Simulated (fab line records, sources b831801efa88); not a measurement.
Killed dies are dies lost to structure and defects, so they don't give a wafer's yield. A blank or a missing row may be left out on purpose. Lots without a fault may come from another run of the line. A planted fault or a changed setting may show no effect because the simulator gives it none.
fab line records | flow gf180mcu | part 1 of 2: steps 1 to 39 of 41
record lots=6 wafers=17 last_day=34
route steps=602 shown HV_LDD@222 NSD@235 PSD@248 PASSIVATION@602
lots that met no fault: from a run of the same line without faults
start_h: hours from the record's first day to the start of the lot's first wafer shown | wait_h: hours since the lot's step before | " the same as in the row above | L1.1+2: a row that stands for several wafers | - no value, or no start given | * or withheld: withheld | < > ~ a bound
route shown NAME@n: a module of which the file shows steps, and the number in the route of the first | usual: mean/standard deviation of fault-free wafers | same: alike in all rows | chamber/n: place in a boat | sites: the reading at each site | _std_site: their standard deviation | _edge_site: outer sites' mean less inner sites' | radius_mm: how far each site lies from the wafer's centre | mask NAME#n: copy n | behind: the tool/chamber that last shaped the wafer | hold: why the lot was held/for how many hours/how that ended | device: the transistor (n, p or np) that didn't switch | end of line: the same wafers' tests at the end of the route | a step without rows: its recipe alone | killed: dies lost to structure and defects at the first sort, not the wafer's yield | map: a wafer's dies, x killed, . not, _ none there
set.NAME: the setting as run; set.NAME@STEP: as run at that earlier step | model.NAME: the simulator's own value behind a step, which no gauge read
lots at some steps of the route; a table a step, a row a wafer
services: from which hour (start_h, from the record's first day; less than 0 if before it) a tool's chamber was out of use, for how many hours, and why
## steps
# step GF_HV_LDD_CD_MEAS_46
# recipe target_cd_nm=400
# usual cd_nm=400.6/1.8
# columns lot.wafer tool chamber start_h wait_h cd_nm
L501.1 cd_sem-01 - 305.34 0.1 397.0
L501.2 " - " " 399.3
L501.3 " - " " 398.8
L506.1 cd_sem-01 - 338.84 0.1 399.4
L506.5 " - " " 399.8
L506.6 " - " " 398.8
L509.3 cd_sem-02 - 367.27 0.1 402.5
L509.5 " - " " 402.6
L510.1 cd_sem-01 - 373.14 0.1 399.4
L510.2 " - " " 399.0
L510.3 " - " " 395.8
L520.1 cd_sem-01 - 454.64 0.1 403.6
L520.2 " - " " 403.3
L520.4 " - " " 401.5
L521.2 cd_sem-01 - 460.51 0.1 400.5
L521.3 " - " " 401.4
L521.4 " - " " 402.7
# step GF_HV_LDD_OVL_MEAS_47
# usual HV_LDD_03_OVL=-0.6/1.4
# columns lot.wafer tool chamber start_h wait_h HV_LDD_03_OVL[nm]
L501.1 overlay-01 - 305.46 0.1 0.8
L501.2 " - " " 0.5
L501.3 " - " " -0.3
L506.1 overlay-02 - 338.96 0.1 -0.3
L506.5 " - " " -0.2
L506.6 " - " " -0.5
L509.3 overlay-02 - 367.36 0.1 0.8
L509.5 " - " " 1.0
L510.1 overlay-02 - 373.26 0.1 2.1
L510.2 " - " " -1.1
L510.3 " - " " 1.4
L520.1 overlay-02 - 454.76 0.1 -1.8
L520.2 " - " " -1.7
L520.4 " - " " 0.5
L521.2 overlay-02 - 460.61 0.1 0.5
L521.3 " - " " 0.2
L521.4 " - " " -0.1
# step GF_HV_LDD_IMPLANT_48
# recipe species=B energy_kev=25 dose_cm2=3e+13 tilt_deg=7
# step GF_HV_LDD_STRIP_49
# recipe chemistry=O2/N2 power_w=1400 pressure_mtorr=1500 platen_temp_c=250 o2_flow_sccm=3000 n2_flow_sccm=300 overash_fraction=0.5
# usual drypump_motor_current_A=5.8/0.48 heater_power_w=344/51 oes_product_au=0.716/0.0039 strip_time_to_endpoint_s=12.61/0.034
# same overash_fraction=0.5
# columns lot.wafer tool chamber start_h wait_h drypump_motor_current_A heater_power_w oes_product_au rf_hours_counter_h strip_time_to_endpoint_s
L501.1 plasma_asher-02 0 305.65 0.1 6.0 346 0.718 70 12.59
L501.2 " 1 " " 6.6 395 0.716 70 12.60
L501.3 " 1 " " 6.6 400 0.716 - 12.58
L506.1 plasma_asher-02 0 339.15 0.1 6.0 340 0.712 73 12.64
L506.5 " 1 " " 6.6 385 0.720 - 12.62
L506.6 " 0 " " 6.0 340 0.715 - 12.68
L509.3 plasma_asher-02 0 367.57 0.1 6.0 356 0.712 - 12.57
L509.5 " 0 " " 6.1 356 0.721 - 12.60
L510.1 plasma_asher-03 1 373.45 0.1 6.0 293 0.709 65 12.59
L510.2 " 0 " " 5.7 352 0.712 65 12.60
L510.3 " 0 " " 5.7 355 0.718 - 12.61
L520.1 plasma_asher-03 1 454.94 0.1 6.0 287 0.712 3 12.58
L520.2 " 0 " " 5.8 336 0.721 3 12.59
L520.4 " 0 " " 5.7 334 0.721 - 12.61
L521.2 plasma_asher-03 0 460.79 0.1 5.7 334 0.719 4 12.56
L521.3 " 0 " " 5.7 329 0.716 - 12.62
L521.4 " 1 " " 5.9 285 0.721 - 12.62
# step GF_HV_LDD_TW_MEAS_50
# usual HV_LDD_4_TW=579/3.6
# columns lot.wafer tool chamber start_h wait_h HV_LDD_4_TW
L501.1 film_metro-01 - 305.75 0.1 578
L501.2 " - " " 580
L501.3 " - " " 577
L506.1 film_metro-03 - 339.25 0.1 578
L506.5 " - " " 580
L506.6 " - " " 581
L509.3 film_metro-01 - 367.66 0.1 582
L509.5 " - " " 583
L510.1 film_metro-03 - 373.55 0.1 579
L510.2 " - " " 577
L510.3 " - " " 576
L520.1 film_metro-03 - 455.04 0.1 578
L520.2 " - " " 576
L520.4 " - " " 577
L521.2 film_metro-01 - 460.90 0.1 578
L521.3 " - " " 579
L521.4 " - " " 576
# step GF_HV_LDD_CLEAN_51
# recipe chemistry=SC1/SC2 mix=1:4:20 temp_c=70 time_s=150 dry=n2_spin
# step GF_HV_LDD_RTA_52
# recipe temp_c=1000 time_s=10 ambient=N2
# usual chamber_o2_ppm=2.000/0.019 lamp_power_pct=32.9/1.7 wafer_temp_C_max=1003.0/0.84
# columns lot.wafer tool chamber start_h wait_h chamber_o2_ppm lamp_power_pct wafer_temp_C_max
L501.1 rtp_anneal-01 0 305.86 0.0 2.023 34.6 1004.2
L501.2 " 0 " " 2.019 34.6 1004.4
L501.3 " 0 " " 2.010 34.6 1003.7
L506.1 rtp_anneal-02 0 339.37 0.0 2.027 31.2 1003.6
L506.5 " 0 " " 1.979 31.2 1004.3
L506.6 " 0 " " 2.024 31.2 1003.3
L509.3 rtp_anneal-01 0 367.77 0.0 1.987 34.6 1003.6
L509.5 " 0 " " 1.967 34.6 1002.5
L510.1 rtp_anneal-02 0 373.66 0.0 1.989 31.1 1001.2
L510.2 " 0 " " 2.019 31.3 1002.6
L510.3 " 0 " " 1.984 31.2 1002.5
L520.1 rtp_anneal-02 0 455.15 0.0 1.985 31.2 1002.6
L520.2 " 0 " " 1.994 31.2 1002.7
L520.4 " 0 " " 2.006 31.2 1003.1
L521.2 rtp_anneal-01 0 461.01 0.0 2.006 34.6 1003.5
L521.3 " 0 " " 1.994 34.6 1005.3
L521.4 " 0 " " 1.973 34.6 1004.0
# step GF_HV_LDD_RS_MEAS_53
# recipe thk_meas_gauge=four-point-probe
# usual HV_LDD_RS=418.4/1.2
# columns lot.wafer tool chamber start_h wait_h HV_LDD_RS[ohm/sq]
L501.1 film_metro-02 - 305.92 0.1 416.8
L501.2 " - " " 417.8
L501.3 " - " " 417.7
L506.1 film_metro-02 - 339.43 0.1 417.2
L506.5 " - " " 418.2
L506.6 " - " " 416.7
L509.3 film_metro-02 - 367.85 0.1 419.2
L509.5 " - " " 417.9
L510.1 film_metro-02 - 373.72 0.1 420.4
L510.2 " - " " 420.1
L510.3 " - " " 420.5
L520.1 film_metro-01 - 455.22 0.1 417.8
L520.2 " - " " 417.3
L520.4 " - " " 418.0
L521.2 film_metro-01 - 461.09 0.1 419.8
L521.3 " - " " 420.3
L521.4 " - " " 419.4
# step GF_HV_LDD_CVD_54
# recipe material=SiO2 target_thk_nm=10 precursor=TEOS temp_c=680 time_s=75 pressure_mtorr=400
# step GF_HV_LDD_THK_MEAS_55
# recipe reads=SiO2_of_HV_LDD_CVD_54
# usual HV_LDD_CVD_54_THK=10.00/0.11
# columns lot.wafer tool chamber start_h wait_h HV_LDD_CVD_54_THK[nm]
L501.1 film_metro-01 - 307.07 0.0 10.16
L501.2 " - " " 9.91
L501.3 " - " " 10.09
L506.1 film_metro-02 - 340.57 0.0 10.11
L506.5 " - " " 10.10
L506.6 " - " " 9.98
L509.3 film_metro-01 - 369.65 0.0 9.99
L509.5 " - " " 9.90
L510.1 film_metro-03 - 374.86 0.0 10.05
L510.2 " - " " 10.02
L510.3 " - " " 10.01
L520.1 film_metro-01 - 456.36 0.0 10.01
L520.2 " - " " 10.02
L520.4 " - " " 10.08
L521.2 film_metro-03 - 462.22 0.0 10.06
L521.3 " - " " 9.91
L521.4 " - " " 10.17
# step GF_HV_LDD_CVD_56
# recipe material=Si3N4 precursor=DCS/NH3 target_thk_nm=90 temp_c=770 time_s=1543 pressure_mtorr=250
# step GF_HV_LDD_THK_MEAS_57
# recipe reads=Si3N4_of_HV_LDD_CVD_56
# usual HV_LDD_CVD_56_THK=89.5/0.76
# columns lot.wafer tool chamber start_h wait_h HV_LDD_CVD_56_THK[nm]
L501.1 film_metro-03 - 308.55 0.0 89.6
L501.2 " - " " 89.7
L501.3 " - " " 89.5
L506.1 film_metro-01 - 342.06 0.0 89.3
L506.5 " - " " 88.3
L506.6 " - " " 88.7
L509.3 film_metro-03 - 371.14 0.0 89.8
L509.5 " - " " 89.8
L510.1 film_metro-03 - 376.35 0.0 89.1
L510.2 " - " " 87.9
L510.3 " - " " 88.4
L520.1 film_metro-03 - 457.85 0.0 90.5
L520.2 " - " " 91.2
L520.4 " - " " 90.2
L521.2 film_metro-01 - 463.71 0.0 90.0
L521.3 " - " " 89.4
L521.4 " - " " 89.5
# step GF_HV_LDD_ETCHBACK_58
# recipe chemistry=CH3F/O2 target=Si3N4 stop_on=SiO2 source_w=400 bias_w=80 pressure_mtorr=25 ch3f_flow_sccm=40 O2_flow_sccm=30 time_s=100 target_depth_a=900
# usual drypump_motor_current_A=5.7/0.34 oes_product_au=0.840/0.0065 run_length_s=128.2/0.56 throttle_valve_pct=10.561/0.0082
# columns lot.wafer tool chamber start_h wait_h drypump_motor_current_A oes_product_au rf_hours_counter_h run_length_s throttle_valve_pct model.SiO2_of_HV_LDD_CVD_54.thk_nm
L501.1 rie_diel-03 0 308.61 0.1 5.3 0.838 54 128.7 10.565 7.626
L501.2 " 2 " " 5.6 0.847 10 127.5 10.565 7.413
L501.3 " 1 " " 4.9 0.836 123 128.9 10.566 7.563
L506.1 rie_diel-04 1 342.12 0.1 6.1 0.844 17 128.1 10.559 7.564
L506.5 " 0 " " 6.0 0.838 - 128.8 10.562 7.583
L506.6 " 1 " " 6.2 0.837 - 128.6 10.568 7.477
L509.3 rie_diel-04 2 371.18 0.0 6.0 0.849 4 128.7 10.548 7.449
L509.5 " 1 " " 6.2 0.960 - 116.1 10.563 7.711
L510.1 rie_diel-04 2 376.41 0.1 6.0 0.950 4 116.5 10.576 7.825
L510.2 " 3 " " 5.7 0.827 67 127.2 10.556 7.532
L510.3 " 0 " " 6.0 0.832 2 128.7 10.569 7.492
L520.1 rie_diel-03 2 457.91 0.1 5.6 0.848 13 127.8 10.559 7.535
L520.2 " 0 " " 5.3 0.851 58 128.9 10.557 7.485
L520.4 " 3 " " 5.1 0.837 11 127.4 10.563 7.487
L521.2 rie_diel-01 0 463.76 0.0 5.9 0.841 14 127.5 10.560 7.523
L521.3 " 3 " " 5.7 0.847 22 128.3 10.556 7.486
L521.4 " 1 " " 6.0 0.842 12 128.3 10.563 7.637
# step GF_NSD_DEHYDRATE_00
# recipe temp_c=200 time_s=60
# step GF_NSD_HMDS_01
# recipe prime_time_s=60 prime_temp_c=120
# step GF_NSD_COAT_02
# recipe resist=NOVOLAK spin_rpm=3000 resist_thk_nm=1000
# step GF_NSD_SOFTBAKE_03
# recipe temp_c=90 time_s=60 resist=NOVOLAK
# step GF_NSD_EXPOSE_04
# recipe mask_id=Nplus target_cd_nm=400 na=0.6 source_shape=conventional sigma_outer=0.6 dose_mj=140
# step GF_NSD_PEB_05
# recipe temp_c=withheld time_s=* resist=NOVOLAK
# step GF_NSD_DEVELOP_06
# recipe develop_time_s=60 dev_temp_c=23
# step GF_NSD_CD_MEAS_07
# recipe target_cd_nm=400
# usual cd_nm=400.1/2.6
# columns lot.wafer tool chamber start_h wait_h cd_nm
L501.1 cd_sem-02 - 329.98 0.1 393.8
L501.2 " - " " 395.0
L501.3 " - " " 395.3
L506.1 cd_sem-02 - 365.39 0.1 403.9
L506.5 " - " " 403.3
L506.6 " - " " 404.8
L509.3 cd_sem-01 - 393.48 0.1 403.1
L509.5 " - " " 401.8
L510.1 cd_sem-02 - 399.24 0.1 405.0
L510.2 " - " " 404.1
L510.3 " - " " 402.7
L520.1 cd_sem-01 - 482.18 0.1 398.4
L520.2 " - " " 397.6
L520.4 " - " " 399.1
L521.2 cd_sem-02 - 488.30 0.1 401.2
L521.3 " - " " 401.7
L521.4 " - " " 403.0
# step GF_NSD_OVL_MEAS_08
# usual NSD_OVL=-0.1/1.5
# columns lot.wafer tool chamber start_h wait_h NSD_OVL[nm]
L501.1 overlay-02 - 330.10 0.1 0.2
L501.2 " - " " 1.3
L501.3 " - " " 3.2
L506.1 overlay-01 - 365.51 0.1 -0.2
L506.5 " - " " 1.2
L506.6 " - " " -0.2
L509.3 overlay-02 - 393.57 0.1 -0.2
L509.5 " - " " -0.7
L510.1 overlay-01 - 399.36 0.1 -0.3
L510.2 " - " " -0.3
L510.3 " - " " -1.2
L520.1 overlay-01 - 482.30 0.1 1.4
L520.2 " - " " 0.5
L520.4 " - " " 2.0
L521.2 overlay-02 - 488.40 0.1 0.3
L521.3 " - " " 0.5
L521.4 " - " " 2.5
# step GF_NSD_IMPLANT_09
# recipe species=As energy_kev=60 dose_cm2=4e+15 tilt_deg=7
# step GF_NSD_IMPLANT_10
# recipe species=P energy_kev=40 dose_cm2=5e+14 tilt_deg=7
# step GF_NSD_STRIP_11
# recipe chemistry=O2/N2 power_w=1400 pressure_mtorr=1500 platen_temp_c=250 o2_flow_sccm=3000 n2_flow_sccm=300 overash_fraction=0.5
# usual drypump_motor_current_A=5.9/0.33 heater_power_w=326/41 oes_product_au=0.487/0.005 strip_time_to_endpoint_s=22.95/0.045
# same overash_fraction=0.5
# columns lot.wafer tool chamber start_h wait_h drypump_motor_current_A heater_power_w oes_product_au rf_hours_counter_h strip_time_to_endpoint_s
L501.1 plasma_asher-04 0 330.44 0.1 5.6 347 0.490 55 23.04
L501.2 " 1 " " 6.1 275 0.496 55 22.98
L501.3 " 0 " " 5.6 350 0.488 - 23.04
L506.1 plasma_asher-02 0 365.84 0.1 6.0 346 0.492 77 22.90
L506.5 " 1 " " 6.6 398 0.485 - 22.91
L506.6 " 0 " " 6.0 344 0.490 - 22.91
L509.3 plasma_asher-04 1 393.93 0.1 6.0 278 0.486 - 22.89
L509.5 " 1 " " 6.1 271 0.479 - 22.87
L510.1 plasma_asher-03 1 399.69 0.1 6.0 286 0.490 68 22.88
L510.2 " 0 " " 5.7 351 0.484 68 22.91
L510.3 " 0 " " 5.6 349 0.487 - 22.93
L520.1 plasma_asher-02 1 482.63 0.1 6.6 398 0.486 88 22.99
L520.2 " 0 " " 6.0 341 0.497 88 23.01
L520.4 " 1 " " 6.6 399 0.494 - 23.00
L521.2 plasma_asher-04 0 488.73 0.1 5.6 352 0.483 74 22.99
L521.3 " 1 " " 6.1 264 0.488 - 22.95
L521.4 " 0 " " 5.6 350 0.482 - 22.95
# step GF_NSD_TW_MEAS_12
# usual NSD_TW=4306/37
# columns lot.wafer tool chamber start_h wait_h NSD_TW
L501.1 film_metro-02 - 330.54 0.1 4346
L501.2 " - " " 4329
L501.3 " - " " 4336
L506.1 film_metro-02 - 365.94 0.1 4304
L506.5 " - " " 4309
L506.6 " - " " 4315
L509.3 film_metro-02 - 394.01 0.1 4331
L509.5 " - " " 4316
L510.1 film_metro-03 - 399.79 0.1 4324
L510.2 " - " " 4303
L510.3 " - " " 4320
L520.1 film_metro-04 - 482.73 0.1 4242
L520.2 " - " " 4279
L520.4 " - " " 4272
L521.2 film_metro-04 - 488.84 0.1 4283
L521.3 " - " " 4282
L521.4 " - " " 4257
# step GF_PSD_DEHYDRATE_00
# recipe temp_c=200 time_s=60
# step GF_PSD_HMDS_01
# recipe prime_time_s=60 prime_temp_c=120
# step GF_PSD_COAT_02
# recipe resist=NOVOLAK spin_rpm=3000 resist_thk_nm=1000
# step GF_PSD_SOFTBAKE_03
# recipe temp_c=90 time_s=60 resist=NOVOLAK
# step GF_PSD_EXPOSE_04
# recipe mask_id=Pplus target_cd_nm=400 na=0.6 source_shape=conventional sigma_outer=0.6 dose_mj=140
# step GF_PSD_PEB_05
# recipe temp_c=withheld time_s=* resist=NOVOLAK
# step GF_PSD_DEVELOP_06
# recipe develop_time_s=60 dev_temp_c=23
# step GF_PSD_CD_MEAS_07
# recipe target_cd_nm=400
# usual cd_nm=400.4/1.9
# columns lot.wafer tool chamber start_h wait_h cd_nm
L501.1 cd_sem-02 - 352.79 0.1 396.7
L501.2 " - " " 399.1
L501.3 " - " " 396.4
L506.1 cd_sem-01 - 388.44 0.1 403.2
L506.5 " - " " 401.6
L506.6 " - " " 401.9
L509.3 cd_sem-02 - 417.63 0.1 402.9
L509.5 " - " " 399.7
L510.1 cd_sem-01 - 423.04 0.1 398.4
L510.2 " - " " 398.3
L510.3 " - " " 398.9
L520.1 cd_sem-02 - 506.69 0.1 401.5
L520.2 " - " " 400.5
L520.4 " - " " 399.2
L521.2 cd_sem-02 - 512.26 0.1 399.2
L521.3 " - " " 401.6
L521.4 " - " " 402.4
# step GF_PSD_OVL_MEAS_08
# usual PSD_OVL=-0.3/1.3
# columns lot.wafer tool chamber start_h wait_h PSD_OVL[nm]
L501.1 overlay-02 - 352.91 0.1 -1.3
L501.2 " - " " -2.8
L501.3 " - " " -1.8
L506.1 overlay-02 - 388.56 0.1 3.2
L506.5 " - " " 0.9
L506.6 " - " " 0.8
L509.3 overlay-02 - 417.72 0.1 -0.7
L509.5 " - " " -2.1
L510.1 overlay-02 - 423.16 0.1 -0.4
L510.2 " - " " 0.2
L510.3 " - " " -1.9
L520.1 overlay-01 - 506.81 0.1 0.6
L520.2 " - " " 0.7
L520.4 " - " " 1.1
L521.2 overlay-01 - 512.36 0.1 1.0
L521.3 " - " " 1.1
L521.4 " - " " -0.2
# step GF_PSD_IMPLANT_09
# recipe species=BF2 energy_kev=40 dose_cm2=1.5e+15 tilt_deg=7
# step GF_PSD_STRIP_10
# recipe chemistry=O2/N2 power_w=1400 pressure_mtorr=1500 platen_temp_c=250 o2_flow_sccm=3000 n2_flow_sccm=300 overash_fraction=0.5
# usual drypump_motor_current_A=5.6/0.4 heater_power_w=329/56 oes_product_au=0.592/0.0043 strip_time_to_endpoint_s=16.53/0.034
# same overash_fraction=0.5
# columns lot.wafer tool chamber start_h wait_h drypump_motor_current_A heater_power_w oes_product_au rf_hours_counter_h strip_time_to_endpoint_s
L501.1 plasma_asher-03 0 353.10 0.1 5.7 361 0.585 63 16.57
L501.2 " 1 " " 5.9 293 0.599 63 16.59
L501.3 " 1 " " 6.0 296 0.590 - 16.57
L506.1 plasma_asher-04 0 388.75 0.1 5.6 346 0.592 62 16.46
L506.5 " 0 " " 5.6 345 0.589 - 16.50
L506.6 " 1 " " 6.1 268 0.592 - 16.46
L509.3 plasma_asher-04 0 417.93 0.1 5.6 351 0.601 - 16.42
L509.5 " 0 " " 5.6 348 0.596 - 16.45
L510.1 plasma_asher-01 1 423.35 0.1 5.8 430 0.589 29 16.56
L510.2 " 0 " " 4.9 290 0.591 29 16.56
L510.3 " 1 " " 5.8 418 0.592 - 16.54
L520.1 plasma_asher-04 1 506.99 0.1 6.1 274 0.597 75 16.54
L520.2 " 0 " " 5.6 347 0.597 75 16.54
L520.4 " 1 " " 6.1 272 0.596 - 16.53
L521.2 plasma_asher-01 0 512.54 0.1 4.9 285 0.598 39 16.54
L521.3 " 0 " " 4.9 289 0.591 - 16.53
L521.4 " 1 " " 5.8 425 0.591 - 16.53
# step GF_PSD_TW_MEAS_11
# usual PSD_TW=3210/26
# columns lot.wafer tool chamber start_h wait_h PSD_TW
L501.1 film_metro-03 - 353.20 0.1 3219
L501.2 " - " " 3254
L501.3 " - " " 3241
L506.1 film_metro-03 - 388.85 0.1 3226
L506.5 " - " " 3211
L506.6 " - " " 3214
L509.3 film_metro-04 - 418.02 0.1 3176
L509.5 " - " " 3176
L510.1 film_metro-04 - 423.45 0.1 3169
L510.2 " - " " 3158
L510.3 " - " " 3169
L520.1 film_metro-04 - 507.09 0.1 3220
L520.2 " - " " 3204
L520.4 " - " " 3199
L521.2 film_metro-04 - 512.65 0.1 3191
L521.3 " - " " 3191
L521.4 " - " " 3207
# step GF_PSD_CLEAN_12
# recipe chemistry=SC1/SC2 mix=1:4:20 temp_c=70 time_s=150 dry=n2_spin
# columns lot.wafer tool chamber start_h wait_h model.SiO2_of_HV_LDD_CVD_54.thk_nm
L501.1 wet_bench-04 0 353.26 0.1 6.958
L501.2 " 0 " " 6.746
L501.3 " 0 " " 6.893
L506.1 wet_bench-04 2 388.91 0.1 6.88
L506.5 " 2 " " 6.903
L506.6 " 2 " " 6.793
L509.3 wet_bench-01 0 418.06 0.0 6.765
L509.5 " 0 " " 7.026
L510.1 wet_bench-01 3 423.51 0.1 7.14
L510.2 " 3 " " 6.846
L510.3 " 3 " " 6.812
L520.1 wet_bench-01 2 507.15 0.1 6.85
L520.2+4 " 2 " " 6.805
L521.2 wet_bench-01 0 512.70 0.0 6.834
L521.3 " 0 " " 6.798
L521.4 " 0 " " 6.946
## key
first_sign step=GF_HV_LDD_ETCHBACK_58 reading=run_length_s direction=down sigmas=21 usual=* struck=*
effect step=GF_HV_LDD_ETCHBACK_58 reading=oes_product_au direction=up sigmas=18 usual=0.840 struck=0.955
model_effect step=GF_HV_LDD_ETCHBACK_58 value=SiO2_of_HV_LDD_CVD_54.thk_nm without=7.463 struck=7.768
model_effect step=GF_PSD_CLEAN_12 value=SiO2_of_HV_LDD_CVD_54.thk_nm without=6.778 struck=7.083
model_effect step=GF_PASSIVATION_PROBE_99 value=etest.pplus_u.rs_ohm_sq without=184.4 struck=187.8
met_at GF_HV_LDD_ETCHBACK_58
struck_wafers L509.5,L510.1
tester_left_out L509,L510
onset_between 342.12 371.18
fault kind=process_parameter_drift tool=rie_diel-04 chamber=- onset_h=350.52 steps=GF_HV_LDD_ETCHBACK_58 channel=time_s offset=* shape=step end_h=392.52 scope=struck_wafers_only acts_in=* stated=*
# tester_left_out: of these lots the tester's yield and bins aren't shown, on N5 and GAA mostly nor the transistor test; their killed dies are dies lost to structure and defects alone, not to doping, threshold or leakage, so they don't give the yield
